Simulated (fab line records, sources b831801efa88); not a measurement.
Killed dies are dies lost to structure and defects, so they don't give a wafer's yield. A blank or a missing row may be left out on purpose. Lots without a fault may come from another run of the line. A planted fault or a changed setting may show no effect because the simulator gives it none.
fab line records | flow sfq_line
record lots=13 wafers=39 last_day=97
route steps=325 shown L0@14 I0@44 M2@90
lots that met no fault: from a run of the same line without faults
start_h: hours from the record's first day to the start of the lot's first wafer shown | wait_h: hours since the lot's step before | " the same as in the row above | L1.1+2: a row that stands for several wafers | - no value, or no start given | * or withheld: withheld | < > ~ a bound
route shown NAME@n: a module of which the file shows steps, and the number in the route of the first | usual: mean/standard deviation of fault-free wafers | same: alike in all rows | chamber/n: place in a boat | sites: the reading at each site | _std_site: their standard deviation | _edge_site: outer sites' mean less inner sites' | radius_mm: how far each site lies from the wafer's centre | mask NAME#n: copy n | behind: the tool/chamber that last shaped the wafer | hold: why the lot was held/for how many hours/how that ended | device: the transistor (n, p or np) that didn't switch | end of line: the same wafers' tests at the end of the route | a step without rows: its recipe alone | killed: dies lost to structure and defects at the first sort, not the wafer's yield | map: a wafer's dies, x killed, . not, _ none there
set.NAME: the setting as run; set.NAME@STEP: as run at that earlier step | model.NAME: the simulator's own value behind a step, which no gauge read
steps of the route over a sample of lots; a table a step, a row a wafer
services: from which hour (start_h, from the record's first day; less than 0 if before it) a tool's chamber was out of use, for how many hours, and why
## steps
# step SFQ_TRILAYER_L0_STRIP_STRIP_009
# recipe gas=O2 power_w=200 platen_temp_c=40 overash_fraction=0.65 chemistry=O2 pressure_mtorr=50
# usual drypump_motor_current_A=5.6/0.41 he_backside_leak_sccm=3.45/0.3 oes_product_au=0.998/0.0077
# same overash_fraction=0.65
# columns lot.wafer tool chamber start_h wait_h drypump_motor_current_A he_backside_leak_sccm oes_product_au rf_hours_counter_h
L168.1 rie_metal-03 0 87.02 0.0 5.5 3.66 1.004 67
L168.2 " 1 " " 4.9 3.36 0.995 185
L168.5 " 1 " " 4.8 3.53 0.998 -
L169.1 rie_metal-01 1 89.52 0.1 5.4 3.52 0.998 164
L169.2 " 1 " " 5.4 3.47 0.994 -
L169.5 " 1 " " 5.4 3.52 0.995 -
L171.2 rie_metal-04 0 102.62 0.0 5.5 3.10 1.006 34
L171.3 " 1 " " 6.2 3.55 0.995 -
L171.6 " 0 " " 5.5 3.16 1.008 -
L172.3 rie_metal-03 1 106.42 0.2 4.9 3.55 0.994 -
L172.4 " 0 " " 5.5 3.74 1.006 -
L172.6 " 1 " " 4.9 3.70 0.999 -
L178.3 rie_metal-01 1 164.55 0.2 5.4 3.56 0.998 -
L178.5 " 1 " " 5.3 3.44 1.003 -
L178.6 " 0 " " 5.9 3.39 0.997 -
L179.3 rie_metal-04 1 169.35 0.2 6.2 3.51 0.998 -
L179.4 " 0 " " 5.6 3.18 1.017 -
L179.5 " 0 " " 5.6 3.26 1.014 -
L185.3 rie_metal-03 1 208.95 0.2 4.9 3.23 0.995 -
L185.4 " 0 " " 5.5 3.32 0.995 -
L185.5 " 0 " " 5.5 3.71 0.983 -
L186.1 rie_metal-04 1 212.35 0.0 6.2 3.55 0.986 131
L186.3 " 0 " " 5.6 3.20 0.999 -
L186.4 " 1 " " 6.2 3.47 0.997 -
L187.2 rie_metal-01 0 219.67 0.0 5.9 3.52 0.997 17
L187.5 " 0 " " 5.9 3.41 1.000 -
L187.6 " 1 " " 5.3 3.57 0.999 -
L188.3 rie_metal-03 0 225.87 0.2 5.5 3.47 0.996 -
L188.4 " 1 " " 4.8 3.36 0.998 -
L188.5 " 1 " " 4.8 3.50 0.996 -
L189.2 rie_metal-04 1 229.27 0.0 6.2 3.46 0.992 133
L189.3 " 0 " " 5.6 3.10 0.998 -
L189.4 " 1 " " 6.2 3.45 0.997 -
L190.1 rie_metal-04 0 234.07 0.0 5.6 3.33 0.981 52
L190.5 " 1 " " 6.2 3.40 1.000 -
L190.6 " 0 " " 5.5 3.20 0.990 -
L191.1 rie_metal-03 1 237.67 0.0 4.9 3.48 0.992 8
L191.4 " 1 " " 4.8 3.35 1.002 -
L191.6 " 1 " " 4.8 3.41 1.008 -
# step SFQ_TRILAYER_I0_CMP_CMP_028
# recipe material=SiO2 down_force_psi=3 platen_rpm=60 pad_velocity_m_s=0.94248
# usual edge_zone_pressure_frac=1.000/0.0053 motor_current_A=10.4/1.1 time_to_endpoint_s=216/6.8
# columns lot.wafer tool chamber start_h wait_h edge_zone_pressure_frac motor_current_A time_to_endpoint_s
L168.1 cmp-02 1 314.86 0.0 1.005 10.4 228
L168.2 " 0 316.36 1.5 1.004 8.8 221
L168.5 " 2 317.36 2.5 1.002 9.9 218
L169.2 cmp-01 1 320.67 2.3 1.010 10.5 208
L169.1 " 2 " " 0.998 11.8 210
L169.5 " 3 " " 1.000 9.2 213
L171.3 cmp-02 3 336.30 2.2 1.001 11.9 222
L171.2 " 0 " " 0.989 8.8 220
L171.6 " 2 337.80 3.7 1.000 9.9 231
L172.4 cmp-01 0 343.84 3.1 1.009 10.1 224
L172.3 " 3 345.34 4.7 0.996 9.5 213
L172.6 " 0 " " 0.999 9.9 225
L178.3 cmp-01 0 402.53 2.8 1.001 10.0 213
L178.5 " 2 403.53 3.8 1.000 12.0 212
L178.6 " 3 " " 1.005 9.2 208
L179.4 cmp-02 3 412.61 4.5 1.004 12.1 219
L179.3 " 1 413.61 5.6 1.004 10.2 270
L179.5 " 3 414.61 6.5 1.005 12.4 210
L185.3 cmp-02 2 488.11 16.2 1.002 9.7 208
L185.4 " 3 " " 0.996 12.0 223
L185.5 " 1 489.61 17.7 1.001 10.7 224
L186.1 cmp-01 1 488.46 13.0 1.006 10.0 211
L186.3 " 2 " " 0.997 12.6 211
L186.4 " 3 " " 1.000 9.9 207
L187.2 cmp-02 2 493.11 7.3 0.995 10.0 210
L187.6 " 2 495.11 9.3 0.995 10.0 217
L187.5 " 3 " " 0.989 12.7 217
L188.3 cmp-01 3 493.96 4.0 0.990 9.7 214
L188.4 " 2 495.46 5.5 0.998 12.1 208
L188.5 " 3 " " 0.993 9.8 213
L189.4 cmp-01 0 499.96 3.9 0.996 9.7 209
L189.2 " 2 500.96 4.9 0.995 12.1 204
L189.3 " 3 " " 1.004 9.8 207
L190.1 cmp-01 1 507.46 4.2 0.996 10.1 211
L190.5 " 2 " " 0.998 12.1 207
L190.6 " 3 " " 1.002 9.6 212
L191.4 cmp-02 1 512.90 1.2 1.005 10.3 219
L191.1 " 2 " " 0.998 10.0 214
L191.6 " 1 514.90 3.2 0.993 10.7 217
# step SFQ_I0_BOW_MEAS_907
# recipe mode=bow
# usual I0_BOW=1/7.9
# columns lot.wafer tool chamber start_h wait_h I0_BOW[um]
L168.1 film_metro-02 - 317.86 2.5 -8
L168.2 " - " " 7
L168.5 " - " " -6
L169.1 film_metro-03 - 322.67 1.0 -8
L169.2 " - " " -12
L169.5 " - " " -5
L171.2 film_metro-02 - 338.32 1.0 7
L171.3 " - " " -5
L171.6 " - " " -6
L172.3 film_metro-04 - 346.88 1.0 0
L172.4 " - " " 1
L172.6 " - " " -2
L178.3 film_metro-02 - 404.57 1.5 1
L178.5 " - " " 3
L178.6 " - " " -2
L179.3 film_metro-04 - 415.15 1.0 -7
L179.4 " - " " 4
L179.5 " - " " -6
L179.3 film_metro-04 - 416.47 1.3 -
L179.4 " - " " -
L179.5 " - " " -
L185.3 film_metro-02 - 490.15 1.5 -7
L185.4 " - " " -4
L185.5 " - " " -5
L186.1 film_metro-04 - 490.96 2.0 18
L186.3 " - " " 7
L186.4 " - " " -6
L187.2 film_metro-02 - 496.13 2.5 13
L187.5 " - " " -4
L187.6 " - " " 4
L188.3 film_metro-03 - 497.00 2.5 17
L188.4 " - " " 12
L188.5 " - " " 7
L189.2 film_metro-04 - 502.98 1.5 3
L189.3 " - " " 3
L189.4 " - " " -1
L190.1 film_metro-03 - 508.96 1.0 -4
L190.5 " - " " 7
L190.6 " - " " 8
L191.1 film_metro-03 - 515.40 1.5 0
L191.4 " - " " -8
L191.6 " - " " 8
# step SFQ_TRILAYER_I0_METRO_MEASURE_029
# usual thk_nm=200.2/1
# columns lot.wafer tool chamber start_h wait_h thk_nm
L168.1 film_metro-02 - 317.98 0.1 200.9
L168.2 " - " " 201.5
L168.5 " - " " 200.8
L169.1 film_metro-03 - 322.79 0.1 201.3
L169.2 " - " " 202.5
L169.5 " - " " 199.7
L171.2 film_metro-02 - 338.62 0.3 201.5
L171.3 " - " " 200.3
L171.6 " - " " 200.4
L172.3 film_metro-04 - 347.36 0.5 200.0
L172.4 " - " " 199.3
L172.6 " - " " 199.0
L178.3 film_metro-02 - 405.05 0.5 200.4
L178.5 " - " " 199.2
L178.6 " - " " 199.3
L179.3 film_metro-04 - 422.44 6.0 301.1
L179.4 " - " " 199.7
L179.5 " - " " 199.9
L179.3 film_metro-04 - 423.81 1.2 301.2
L179.4 " - " " 199.9
L179.5 " - " " 199.7
L185.3 film_metro-02 - 490.63 0.5 200.3
L185.4 " - " " 200.4
L185.5 " - " " 201.2
L186.1 film_metro-04 - 491.08 0.1 200.1
L186.3 " - " " 198.3
L186.4 " - " " 198.6
L187.2 film_metro-02 - 496.43 0.3 200.4
L187.5 " - " " 200.6
L187.6 " - " " 200.8
L188.3 film_metro-03 - 497.48 0.5 197.4
L188.4 " - " " 198.3
L188.5 " - " " 198.6
L189.2 film_metro-04 - 503.28 0.3 198.1
L189.3 " - " " 198.7
L189.4 " - " " 199.3
L190.1 film_metro-03 - 509.08 0.1 199.1
L190.5 " - " " 198.6
L190.6 " - " " 199.2
L191.1 film_metro-03 - 515.52 0.1 200.8
L191.4 " - " " 200.5
L191.6 " - " " 200.4
# step SFQ_TRILAYER_I0_VIA_ETCH_VIA_ETCH_034
# recipe target=SiO2 stop_on=Nb mask_material=PR taper_deg=20 chemistry=CHF3 target_depth_nm=260 source_w=500 bias_w=80 pressure_mtorr=30 time_s=withheld
# usual drypump_motor_current_A=5.8/0.57 oes_product_au=0.855/0.006
# columns lot.wafer tool chamber start_h wait_h drypump_motor_current_A oes_product_au
L168.1 rie_diel-01 1 457.74 0.0 6.3 0.857
L168.2 " 0 " " 6.3 0.865
L168.5 " 1 " " 6.2 0.855
L169.1 rie_diel-01 0 464.94 0.0 6.2 0.862
L169.2 " 1 " " 6.2 0.860
L169.5 " 2 " " 5.6 0.851
L171.2 rie_diel-04 0 482.94 0.0 5.6 0.860
L171.3 " 3 " " 4.7 0.850
L171.6 " 3 " " 4.7 0.861
L172.3 rie_diel-01 0 490.27 0.0 6.3 0.857
L172.4 " 3 " " 5.8 0.860
L172.6 " 1 " " 6.3 0.854
L178.3 rie_diel-03 3 561.79 0.0 4.8 0.848
L178.5 " 1 " " 6.3 0.852
L178.6 " 0 " " 5.6 0.844
L179.3 rie_diel-04 1 573.79 0.0 5.4 0.998
L179.4 " 3 " " 4.7 0.862
L179.5 " 1 " " 5.4 0.853
L185.3 rie_diel-04 3 650.41 0.0 4.7 0.872
L185.4 " 1 " " 5.4 0.858
L185.5 " 0 " " 5.6 0.864
L186.1 rie_diel-01 1 656.41 0.0 6.3 0.850
L186.3 " 3 " " 5.8 0.860
L186.4 " 1 " " 6.3 0.847
L187.2 rie_diel-01 3 662.41 0.0 5.8 0.859
L187.5 " 3 " " 5.8 0.866
L187.6 " 1 " " 6.3 0.848
L188.3 rie_diel-03 1 664.81 0.0 6.4 0.843
L188.4 " 2 " " 6.4 0.855
L188.5 " 0 " " 5.6 0.854
L189.2 rie_diel-03 1 672.01 0.0 6.3 0.850
L189.3 " 2 " " 6.4 0.852
L189.4 " 0 " " 5.6 0.849
L190.1 rie_diel-03 2 678.01 0.0 6.5 0.855
L190.5 " 1 " " 6.3 0.853
L190.6 " 3 " " 4.8 0.856
L191.1 rie_diel-03 3 684.01 0.0 4.8 0.853
L191.4 " 1 " " 6.4 0.861
L191.6 " 2 " " 6.4 0.844
# step SFQ_M2_RS_MEAS_914
# recipe thk_meas_gauge=four-point-probe reads=Nb_of_TRILAYER_M2_DEP_SPUTTER_055
# usual M2_NB_RS=0.893/0.0071
# columns lot.wafer tool chamber start_h wait_h M2_NB_RS[ohm/sq]
L168.1 film_metro-01 - 772.15 0.0 0.891
L168.2 " - " " 0.893
L168.5 " - " " 0.886
L169.1 film_metro-01 - 782.59 0.0 0.897
L169.2 " - " " 0.894
L169.5 " - " " 0.896
L171.2 film_metro-02 - 803.38 0.1 0.891
L171.3 " - " " 0.884
L171.6 " - " " 0.893
L172.3 film_metro-02 - 820.20 0.1 0.890
L172.4 " - " " 0.891
L172.6 " - " " 0.884
L178.3 film_metro-04 - 889.74 0.1 0.890
L178.5 " - " " 0.891
L178.6 " - " " 0.893
L179.3 film_metro-02 - 899.68 0.1 0.898
L179.4 " - " " 0.896
L179.5 " - " " 0.900
L185.3 film_metro-02 - 968.30 0.1 0.899
L185.4 " - " " 0.902
L185.5 " - " " 0.890
L186.1 film_metro-04 - 969.46 0.0 0.891
L186.3 " - " " 0.893
L186.4 " - " " 0.899
L187.2 film_metro-01 - 974.28 0.1 0.901
L187.5 " - " " 0.895
L187.6 " - " " 0.892
L188.3 film_metro-01 - 976.70 0.1 0.894
L188.4 " - " " 0.886
L188.5 " - " " 0.893
L189.2 film_metro-01 - 988.94 0.1 0.916
L189.3 " - " " 0.904
L189.4 " - " " 0.909
L190.1 film_metro-01 - 998.86 0.0 0.893
L190.5 " - " " 0.883
L190.6 " - " " 0.883
L191.1 film_metro-02 - 1006.06 0.0 0.895
L191.4 " - " " 0.898
L191.6 " - " " 0.894
# step SFQ_TRILAYER_M2_STRIP_STRIP_061
# recipe gas=O2 power_w=200 platen_temp_c=40 overash_fraction=0.65 chemistry=O2 pressure_mtorr=50
# usual drypump_motor_current_A=5.7/0.5 he_backside_leak_sccm=3.5/0.46 oes_product_au=1.002/0.0078
# same overash_fraction=0.65
# columns lot.wafer tool chamber start_h wait_h drypump_motor_current_A he_backside_leak_sccm oes_product_au rf_hours_counter_h
L168.1 rie_metal-04 1 778.58 0.1 6.2 3.5 0.993 46
L168.2 " 0 " " 5.5 3.5 1.017 128
L168.5 " 1 " " 6.2 3.5 0.998 -
L169.1 rie_metal-03 0 785.98 0.1 5.5 3.6 0.995 17
L169.2 " 1 " " 4.9 3.4 0.987 76
L169.5 " 0 " " 5.5 3.4 1.003 -
L171.2 rie_metal-04 1 950.97 0.1 6.2 3.5 1.009 72
L171.3 " 0 " " 5.5 3.2 1.015 -
L171.6 " 0 " " 5.5 3.2 1.010 -
L172.3 rie_metal-03 1 970.00 0.2 4.8 3.6 0.985 -
L172.4 " 0 " " 5.5 3.7 1.003 -
L172.6 " 0 " " 5.5 3.4 1.003 -
L178.3 rie_metal-04 0 1040.79 0.2 5.6 3.1 0.998 -
L178.5 " 1 " " 6.2 3.4 1.003 -
L178.6 " 0 " " 5.6 3.1 1.004 -
L179.3 rie_metal-04 0 1051.72 0.3 5.6 3.3 0.997 -
L179.4 " 1 " " 6.2 3.3 1.009 -
L179.5 " 1 " " 6.2 3.4 1.007 -
L185.3 rie_metal-03 0 1123.07 0.2 5.6 3.4 1.006 -
L185.4 " 1 " " 4.8 3.9 0.990 -
L185.5 " 1 " " 4.8 3.7 0.989 -
L186.1 rie_metal-03 0 1125.27 0.1 5.5 3.3 1.009 66
L186.3 " 0 " " 5.5 3.6 1.002 -
L186.4 " 1 " " 4.8 3.3 1.005 -
L187.2 rie_metal-02 0 1127.67 0.1 6.0 3.4 1.009 16
L187.5 " 1 " " 6.3 3.8 1.012 -
L187.6 " 0 " " 6.0 3.5 0.998 -
L188.3 rie_metal-03 0 1129.72 0.2 5.5 3.9 1.001 -
L188.4 " 1 " " 4.8 3.5 1.002 -
L188.5 " 1 " " 4.8 3.7 1.000 -
L189.2 rie_metal-04 0 1141.52 0.1 5.6 3.4 1.010 42
L189.3 " 0 " " 5.6 3.3 1.005 -
L189.4 " 1 " " 6.2 3.7 1.001 -
L190.1 rie_metal-03 0 1151.30 0.2 5.5 3.7 1.016 72
L190.5 " 0 " " 5.5 3.4 1.019 -
L190.6 " 0 " " 5.5 3.4 1.005 -
L191.1 rie_metal-04 0 1158.32 0.1 5.6 3.1 1.004 45
L191.4 " 1 " " 6.2 3.6 0.991 -
L191.6 " 1 " " 6.2 3.5 1.008 -
## services
# columns tool chamber start_h hours kind
rie_metal-03 0 73.16 1.1 repair
rie_metal-03 - 76.93 2.8 pm
rie_metal-03 - 84.38 1.6 repair
rie_metal-03 - 125.00 0.5 repair
cmp-01 - 175.25 0.4 repair
rie_metal-03 - 179.57 0.9 repair
cmp-01 - 182.77 2.3 repair
cmp-01 - 197.92 1.0 repair
cmp-01 - 214.27 0.6 repair
cmp-01 - 234.52 4.0 pm
rie_metal-04 - 264.11 0.5 repair
cmp-01 - 285.01 4.7 pm
rie_metal-04 0 308.52 43.5 repair
rie_metal-04 - 374.18 1.4 pm
rie_metal-03 - 389.46 14.6 pm
rie_metal-03 - 404.06 28.1 pm
rie_metal-04 - 519.83 0.7 repair
rie_metal-04 - 538.65 2.8 pm
rie_metal-04 1 558.52 7.9 repair
rie_metal-04 - 702.65 0.9 repair
rie_metal-04 - 731.14 1.0 repair
rie_metal-04 1 789.71 1.1 repair
rie_metal-04 - 795.78 0.7 repair
rie_metal-03 - 818.88 1.5 repair
## key
first_sign step=SFQ_TRILAYER_I0_CMP_CMP_028 reading=time_to_endpoint_s direction=up sigmas=7.9 usual=* struck=*
effect step=SFQ_I0_BOW_MEAS_907 reading=visit direction=added
effect step=SFQ_TRILAYER_I0_METRO_MEASURE_029 reading=visit direction=added
effect step=SFQ_TRILAYER_I0_METRO_MEASURE_029 reading=thk_nm direction=up sigmas=99+ usual=200.2 struck=301.1
effect step=SFQ_TRILAYER_I0_VIA_ETCH_VIA_ETCH_034 reading=oes_product_au direction=up sigmas=24 usual=0.855 struck=0.998
met_at SFQ_TRILAYER_I0_CMP_CMP_028
struck_lots L179
struck_wafers L179.3
not_acting_at SFQ_TRILAYER_L0_STRIP_STRIP_009,SFQ_M2_RS_MEAS_914,SFQ_TRILAYER_M2_STRIP_STRIP_061
onset_between 314.86 412.61
fault kind=process_parameter_drift tool=cmp-02 chamber=1 onset_h=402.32 steps=SFQ_TRILAYER_I0_CMP_CMP_028 channel=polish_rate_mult offset=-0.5 shape=step end_h=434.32
